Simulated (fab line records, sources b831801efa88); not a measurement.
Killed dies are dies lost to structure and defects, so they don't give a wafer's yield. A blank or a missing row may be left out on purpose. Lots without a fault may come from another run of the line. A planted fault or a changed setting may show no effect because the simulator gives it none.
Which tool did it? | flow gf180mcu | 24 lots, 72 wafers sampled, at 3 steps of a route of 602

WHAT THE GAUGES READ, wafer by wafer
GF_V1_CD_MEAS_14: target cd 260 nm. Usual: cd_nm 260.0 nm, standard deviation 1.1.
lot  | measured     | on        | cd_nm (nm)        | flag
L074 | day 18 01:41 | cd_sem-02 | 258.9 259.6 259.3 |
L075 | day 18 12:58 | cd_sem-02 | 260.3 259.9 261.0 |
L076 | day 18 17:25 | cd_sem-01 | 258.9 259.1 258.4 |
L077 | day 19 06:24 | cd_sem-01 | 260.7 261.4 259.8 |
L078 | day 19 11:43 | cd_sem-01 | 260.8 259.6 261.3 |
L079 | day 19 23:01 | cd_sem-01 | 259.0 258.2 258.7 |
L080 | day 20 14:31 | cd_sem-01 | 258.7 258.4 259.5 |
L081 | day 20 17:46 | cd_sem-01 | 261.0 260.4 260.7 |
L082 | day 21 05:18 | cd_sem-01 | 262.3 261.3 261.3 |
L083 | day 21 11:34 | cd_sem-01 | 258.7 258.2 259.2 |
L084 | day 22 00:02 | cd_sem-02 | 257.5 258.0 258.4 |
L085 | day 22 06:40 | cd_sem-01 | 260.3 259.9 260.0 |
L086 | day 22 19:19 | cd_sem-02 | 261.8 261.3 262.1 |
L087 | day 23 08:04 | cd_sem-02 | 259.2 259.8 260.6 |
L088 | day 23 19:13 | cd_sem-02 | 260.0 259.7 259.6 |
L089 | day 23 23:45 | cd_sem-01 | 261.9 260.5 260.8 |
L090 | day 24 04:48 | cd_sem-01 | 258.6 258.8 259.0 |
L091 | day 24 09:31 | cd_sem-01 | 259.6 260.5 259.5 |
L092 | day 24 22:40 | cd_sem-02 | 260.9 259.7 259.3 |
L093 | day 25 01:47 | cd_sem-02 | 262.1 260.2 260.6 |
L094 | day 25 09:34 | cd_sem-01 | 259.8 259.3 259.8 |
L095 | day 25 14:58 | cd_sem-02 | 261.0 260.7 261.3 |
L096 | day 25 16:48 | cd_sem-02 | 259.8 260.0 260.6 |
L097 | day 26 02:54 | cd_sem-01 | 258.0 258.6 259.5 |

GF_V3_OVL_MEAS_15. Usual: V3_OVL 0 nm, standard deviation 6.1.
lot  | measured     | on         | V3_OVL (nm) | flag
L074 | day 22 09:46 | overlay-02 | 9 9 3       |
L075 | day 22 18:47 | overlay-02 | -1 -17 2    |
L076 | day 22 23:28 | overlay-02 | -7 -3 6     |
L077 | day 23 11:51 | overlay-02 | -12 -12 -2  |
L078 | day 23 16:49 | overlay-02 | 4 3 7       |
L079 | day 24 03:44 | overlay-01 | -1 -1 -6    |
L080 | day 24 17:31 | overlay-02 | 12 9 14     |
L081 | day 24 21:28 | overlay-02 | 0 -1 7      |
L082 | day 25 06:13 | overlay-01 | 0 2 3       |
L083 | day 25 12:32 | overlay-01 | 2 -5 -8     |
L084 | day 26 00:11 | overlay-01 | -1 -4 1     |
L085 | day 26 05:52 | overlay-02 | 9 6 7       |
L086 | day 26 17:41 | overlay-02 | 1 -5 0      |
L087 | day 27 05:23 | overlay-01 | 8 3 12      |
L088 | day 27 15:14 | overlay-02 | 10 -5 5     |
L089 | day 27 19:11 | overlay-02 | 0 1 -5      |
L090 | day 27 23:53 | overlay-01 | -9 4 -8     |
L091 | day 28 03:04 | overlay-01 | 15 4 7      |
L092 | day 28 14:14 | overlay-01 | 7 -3 -4     |
L093 | day 28 17:29 | overlay-01 | 4 -3 6      |
L094 | day 29 02:04 | overlay-01 | -1 -11 -7   |
L095 | day 29 05:46 | overlay-01 | -6 -8 -5    |
L096 | day 29 06:37 | overlay-02 | 1 -5 -3     |
L097 | day 29 16:40 | overlay-01 | 5 -2 1      |

WHICH TOOL RAN EACH LOT (tool, then ch and the chambers of the sampled wafers, then the start)
lot  | GF_V2_SPUTTER_22
L074 | pvd_sputter-01, day 20 07:14
L075 | pvd_sputter-03, day 20 16:59
L076 | pvd_sputter-04, day 20 22:08
L077 | pvd_sputter-01, day 21 11:10
L078 | pvd_sputter-04, day 21 15:56
L079 | pvd_sputter-03, day 22 03:21
L080 | pvd_sputter-03, day 22 17:47
L081 | pvd_sputter-03, day 22 21:13
L082 | pvd_sputter-01, day 23 07:46
L083 | pvd_sputter-01, day 23 13:34
L084 | pvd_sputter-01, day 24 01:49
L085 | pvd_sputter-01, day 24 07:46
L086 | pvd_sputter-01, day 24 20:16
L087 | pvd_sputter-03, day 25 09:33
L088 | pvd_sputter-03, day 25 19:01
L089 | pvd_sputter-01, day 25 23:32
L090 | pvd_sputter-01, day 26 04:26
L091 | pvd_sputter-04, day 26 08:36
L092 | pvd_sputter-03, day 26 20:37
L093 | pvd_sputter-04, day 27 00:28
L094 | pvd_sputter-03, day 27 07:17
L095 | pvd_sputter-03, day 27 11:58
L096 | pvd_sputter-01, day 27 13:28
L097 | pvd_sputter-03, day 28 00:24
- GF_V2_SPUTTER_22: material TiN, target thk 10 nm, time 40 s.

WHAT THE TOOLS THEMSELVES READ (means of the sampled wafers that have a number; where no wafer has one, the mark that the record gives instead)
GF_V2_SPUTTER_22. Usual: throttle_valve_pct 30.6 %, standard deviation 0.74.
lot  | tool           | throttle_valve_pct (%) | flag
L074 | pvd_sputter-01 | 30.6                   |
L075 | pvd_sputter-03 | 30.6                   |
L076 | pvd_sputter-04 | 29.9                   |
L077 | pvd_sputter-01 | 30.2                   |
L078 | pvd_sputter-04 | 29.4                   |
L079 | pvd_sputter-03 | 30.9                   |
L080 | pvd_sputter-03 | 30.6                   |
L081 | pvd_sputter-03 | 30.6                   |
L082 | pvd_sputter-01 | 31.5                   |
L083 | pvd_sputter-01 | 30.8                   |
L084 | pvd_sputter-01 | 30.7                   |
L085 | pvd_sputter-01 | 30.7                   |
L086 | pvd_sputter-01 | 31.3                   |
L087 | pvd_sputter-03 | 30.7                   |
L088 | pvd_sputter-03 | 30.6                   |
L089 | pvd_sputter-01 | 30.5                   |
L090 | pvd_sputter-01 | 30.6                   |
L091 | pvd_sputter-04 | 29.9                   |
L092 | pvd_sputter-03 | 30.9                   |
L093 | pvd_sputter-04 | 30.2                   |
L094 | pvd_sputter-03 | 30.4                   |
L095 | pvd_sputter-03 | 30.6                   |
L096 | pvd_sputter-01 | 30.9                   |
L097 | pvd_sputter-03 | 30.7                   |

THE ANSWER, worked out from the rows above alone
Rule: a lot is off if the mean of its wafers that have a number lies more than 3 standard deviations from the usual mean. A lot without any number at a reading at which 4 lots or more have one is off too. The other lots that the step has rows for count as sound. The gauges are gone through in route order, then the tools' own readings, and for those a lot's mean is taken as printed above. The first step at which some lot is off is used, and at that step the reading that is off furthest; a lot without a number counts as furthest.
No lot is off at any reading shown: from this, nothing can be told.

WHAT THE SIMULATOR HAD PUT IN
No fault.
